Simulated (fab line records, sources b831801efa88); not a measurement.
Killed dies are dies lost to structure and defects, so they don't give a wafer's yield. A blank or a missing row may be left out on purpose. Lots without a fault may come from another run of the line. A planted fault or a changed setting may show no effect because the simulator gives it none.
fab line records | flow gf180mcu | part 2 of 2: steps 34 to 46 of 46
record lots=5 wafers=15 last_day=34
route steps=602 shown HV_LDD@198 NSD@235
lots that met no fault: from a run of the same line without faults
start_h: hours from the record's first day to the start of the lot's first wafer shown | wait_h: hours since the lot's step before | " the same as in the row above | L1.1+2: a row that stands for several wafers | - no value, or no start given | * or withheld: withheld | < > ~ a bound
route shown NAME@n: a module of which the file shows steps, and the number in the route of the first | usual: mean/standard deviation of fault-free wafers | same: alike in all rows | chamber/n: place in a boat | sites: the reading at each site | _std_site: their standard deviation | _edge_site: outer sites' mean less inner sites' | radius_mm: how far each site lies from the wafer's centre | mask NAME#n: copy n | behind: the tool/chamber that last shaped the wafer | hold: why the lot was held/for how many hours/how that ended | device: the transistor (n, p or np) that didn't switch | end of line: the same wafers' tests at the end of the route | a step without rows: its recipe alone | killed: dies lost to structure and defects at the first sort, not the wafer's yield | map: a wafer's dies, x killed, . not, _ none there
set.NAME: the setting as run; set.NAME@STEP: as run at that earlier step | model.NAME: the simulator's own value behind a step, which no gauge read
lots at some steps of the route; a table a step, a row a wafer
services: from which hour (start_h, from the record's first day; less than 0 if before it) a tool's chamber was out of use, for how many hours, and why
## steps
# step GF_HV_LDD_CVD_56
# recipe material=Si3N4 precursor=DCS/NH3 target_thk_nm=90 temp_c=770 time_s=1543 pressure_mtorr=250
# usual pressure_mtorr=250.0/0.53 spike_tc_top_C=782.0/1.3
# columns lot.wafer tool chamber start_h wait_h pressure_mtorr spike_tc_top_C
L082.1 lpcvd-01 1 339.21 1.3 250.3 782.7
L082.3 " 1 " " 249.9 782.9
L082.6 " 1 " " 250.3 782.5
L085.2 lpcvd-02 1 366.91 0.9 250.8 781.8
L085.3 " 1 " " 250.9 781.8
L085.5 " 1 " " 250.6 780.7
L091.2 lpcvd-02 1 409.84 0.0 249.8 780.7
L091.3 " 1 " " 249.5 780.5
L091.4 " 1 " " 250.5 780.6
L094.2 lpcvd-02 0 435.50 0.0 250.2 784.5
L094.3 " 0 " " 250.5 784.1
L094.6 " 0 " " 250.0 783.9
L096.1 lpcvd-01 1 452.25 0.1 250.6 781.4
L096.3 " 1 " " 250.1 781.4
L096.6 " 1 " " 250.0 782.4
# step GF_HV_LDD_THK_MEAS_57
# recipe reads=Si3N4_of_HV_LDD_CVD_56
# usual HV_LDD_CVD_56_THK=89.6/1
# columns lot.wafer tool chamber start_h wait_h HV_LDD_CVD_56_THK[nm]
L082.1 film_metro-02 - 340.64 0.0 89.6
L082.3 " - " " 90.0
L082.6 " - " " 89.0
L085.2 film_metro-02 - 369.06 0.0 88.8
L085.3 " - " " 88.2
L085.5 " - " " 88.6
L091.2 film_metro-01 - 411.28 0.0 89.2
L091.3 " - " " 89.5
L091.4 " - " " 89.6
L094.2 film_metro-02 - 436.94 0.0 90.6
L094.3 " - " " 91.0
L094.6 " - " " 90.4
L096.1 film_metro-03 - 453.67 0.0 90.1
L096.3 " - " " 90.1
L096.6 " - " " 90.7
# step GF_HV_LDD_ETCHBACK_58
# recipe chemistry=CH3F/O2 target=Si3N4 stop_on=SiO2 source_w=400 bias_w=80 pressure_mtorr=25 ch3f_flow_sccm=40 O2_flow_sccm=30 time_s=100 target_depth_a=900
# usual drypump_motor_current_A=5.8/0.37 oes_product_au=0.839/0.0069 throttle_valve_pct=10.560/0.0085
# columns lot.wafer tool chamber start_h wait_h drypump_motor_current_A oes_product_au rf_hours_counter_h throttle_valve_pct
L082.1 rie_diel-03 1 340.70 0.1 5.4 0.833 97 10.557
L082.3 " 0 " " 5.6 0.843 13 10.559
L082.6 " 0 " " 5.6 0.844 - 10.567
L085.2 rie_diel-03 1 369.11 0.0 5.4 0.836 97 10.563
L085.3 " 3 " " 6.1 0.834 0 10.553
L085.5 " 3 " " 6.1 0.828 - 10.561
L091.2 rie_diel-04 1 411.33 0.0 6.1 0.846 75 10.546
L091.3 " 2 " " 6.5 0.836 14 10.564
L091.4 " 0 " " 5.7 0.849 72 10.563
L094.2 rie_diel-02 2 436.99 0.0 5.9 0.846 25 10.538
L094.3 " 3 " " 6.1 0.845 88 10.571
L094.6 " 0 " " 5.6 0.843 - 10.556
L096.1 rie_diel-04 3 453.73 0.1 6.0 0.840 8 10.553
L096.3 " 1 " " 6.1 0.844 76 10.556
L096.6 " 3 " " 6.0 0.847 - 10.566
# step GF_NSD_DEHYDRATE_00
# recipe temp_c=200 time_s=60
# columns lot.wafer tool chamber start_h wait_h
L082.1+3+6 litho_track-01 0 350.66 9.9
L085.2+3+5 litho_track-01 0 379.88 10.7
L091.2+3+4 litho_track-01 0 422.53 11.2
L094.2+3+6 litho_track-01 0 448.38 11.4
L096.1+3+6 litho_track-01 0 464.31 10.5
# step GF_NSD_HMDS_01
# recipe prime_time_s=60 prime_temp_c=120
# columns lot.wafer tool chamber start_h wait_h
L082.1+3+6 litho_track-01 0 350.81 0.1
L085.2+3+5 litho_track-01 0 380.03 0.1
L091.2+3+4 litho_track-01 0 422.68 0.1
L094.2+3+6 litho_track-01 0 448.53 0.1
L096.1+3+6 litho_track-01 0 464.46 0.1
# step GF_NSD_COAT_02
# recipe resist=NOVOLAK spin_rpm=3000 resist_thk_nm=1000
# columns lot.wafer tool chamber start_h wait_h
L082.1+3+6 litho_track-01 0 350.96 0.1
L085.2+3+5 litho_track-01 0 380.18 0.1
L091.2+3+4 litho_track-01 0 422.83 0.1
L094.2+3+6 litho_track-01 0 448.68 0.1
L096.1+3+6 litho_track-01 0 464.61 0.1
# step GF_NSD_SOFTBAKE_03
# recipe temp_c=90 time_s=60 resist=NOVOLAK
# columns lot.wafer tool chamber start_h wait_h
L082.1+3+6 litho_track-01 0 351.11 0.1
L085.2+3+5 litho_track-01 0 380.33 0.1
L091.2+3+4 litho_track-01 0 422.98 0.1
L094.2+3+6 litho_track-01 0 448.83 0.1
L096.1+3+6 litho_track-01 0 464.76 0.1
# step GF_NSD_EXPOSE_04
# recipe mask_id=Nplus target_cd_nm=400 na=0.6 source_shape=conventional sigma_outer=0.6 dose_mj=140
# columns lot.wafer tool chamber start_h wait_h mask
L082.1+3+6 iline_stepper-01 0 - - Nplus#0
L085.2+3+5 iline_stepper-01 0 - - Nplus#0
L091.2+3+4 iline_stepper-01 0 - - Nplus#0
L094.2+3+6 iline_stepper-02 0 - - Nplus#0
L096.1+3+6 iline_stepper-01 0 - - Nplus#0
# step GF_NSD_PEB_05
# recipe temp_c=withheld time_s=* resist=NOVOLAK
# columns lot.wafer tool chamber start_h wait_h
L082.1+3+6 litho_track-03 0 - -
L085.2+3+5 litho_track-04 0 - -
L091.2+3+4 litho_track-04 0 - -
L094.2+3+6 litho_track-04 0 - -
L096.1+3+6 litho_track-01 0 - -
# step GF_NSD_DEVELOP_06
# recipe develop_time_s=60 dev_temp_c=23
# columns lot.wafer tool chamber start_h wait_h
L082.1+3+6 litho_track-03 0 362.33 0.1
L085.2+3+5 litho_track-04 0 391.68 0.1
L091.2+3+4 litho_track-04 0 434.53 0.1
L094.2+3+6 litho_track-04 0 460.93 0.1
L096.1+3+6 litho_track-01 0 477.06 0.1
# step GF_NSD_CD_MEAS_07
# recipe target_cd_nm=400
# usual cd_nm=400.3/2.1
# columns lot.wafer tool chamber start_h wait_h cd_nm
L082.1 cd_sem-02 - 362.48 0.1 401.4
L082.3 " - " " 401.3
L082.6 " - " " 402.4
L085.2 cd_sem-01 - 391.83 0.1 401.5
L085.3 " - " " 402.0
L085.5 " - " " 400.3
L091.2 cd_sem-02 - 434.68 0.1 399.8
L091.3 " - " " 399.2
L091.4 " - " " 397.8
L094.2 cd_sem-02 - 461.08 0.1 398.9
L094.3 " - " " 400.0
L094.6 " - " " 397.9
L096.1 cd_sem-01 - 477.21 0.1 401.7
L096.3 " - " " 404.2
L096.6 " - " " 402.8
# step GF_NSD_OVL_MEAS_08
# usual NSD_OVL=0.2/1.6
# columns lot.wafer tool chamber start_h wait_h NSD_OVL[nm]
L082.1 overlay-01 - 362.60 0.1 -1.0
L082.3 " - " " -0.3
L082.6 " - " " -0.2
L085.2 overlay-01 - 391.94 0.1 -3.5
L085.3 " - " " -2.8
L085.5 " - " " -0.1
L091.2 overlay-02 - 434.78 0.1 -0.3
L091.3 " - " " 0.8
L091.4 " - " " 0.5
L094.2 overlay-01 - 461.18 0.1 0.4
L094.3 " - " " 0.0
L094.6 " - " " -0.6
L096.1 overlay-02 - 477.33 0.1 0.0
L096.3 " - " " -1.8
L096.6 " - " " 0.1
# step GF_NSD_IMPLANT_09
# recipe species=As energy_kev=58.52 dose_cm2=4e+15 tilt_deg=7
# same implant_ion_amu=75
# columns lot.wafer tool chamber start_h wait_h
L082.1+3+6 implanter-03 0 362.63 0.0
L085.2+3+5 implanter-04 0 391.99 0.0
L091.2+3+4 implanter-03 0 434.84 0.0
L094.2+3+6 implanter-02 0 461.24 0.0
L096.1+3+6 implanter-04 0 477.36 0.0
## services
# columns tool chamber start_h hours kind
implanter-01 - 283.38 3.3 repair
iline_stepper-02 - 289.35 1.7 pm
implanter-04 - 290.77 5.7 repair
plasma_asher-02 - 292.77 4.9 pm
iline_stepper-01 - 295.38 1.7 pm
rie_diel-03 3 314.37 32.5 repair
rie_diel-03 0 319.49 6.3 repair
plasma_asher-02 - 324.30 2.4 repair
implanter-02 - 327.62 2.5 repair
implanter-01 - 329.48 3.0 repair
wet_bench-04 - 335.50 5.2 repair
implanter-04 - 341.76 2.9 repair
implanter-02 - 343.14 4.4 pm
iline_stepper-02 - 349.79 2.1 pm
implanter-04 - 350.16 3.4 repair
wet_bench-01 - 350.43 4.4 pm
lpcvd-01 - 351.56 1.8 repair
rie_diel-03 - 354.40 2.8 pm
rie_diel-03 1 357.55 9.7 repair
rie_diel-04 3 360.43 2.1 repair
rie_diel-03 - 376.95 4.3 pm
implanter-02 - 408.10 1.7 repair
plasma_asher-03 - 427.32 3.6 repair
implanter-02 - 470.14 4.8 repair
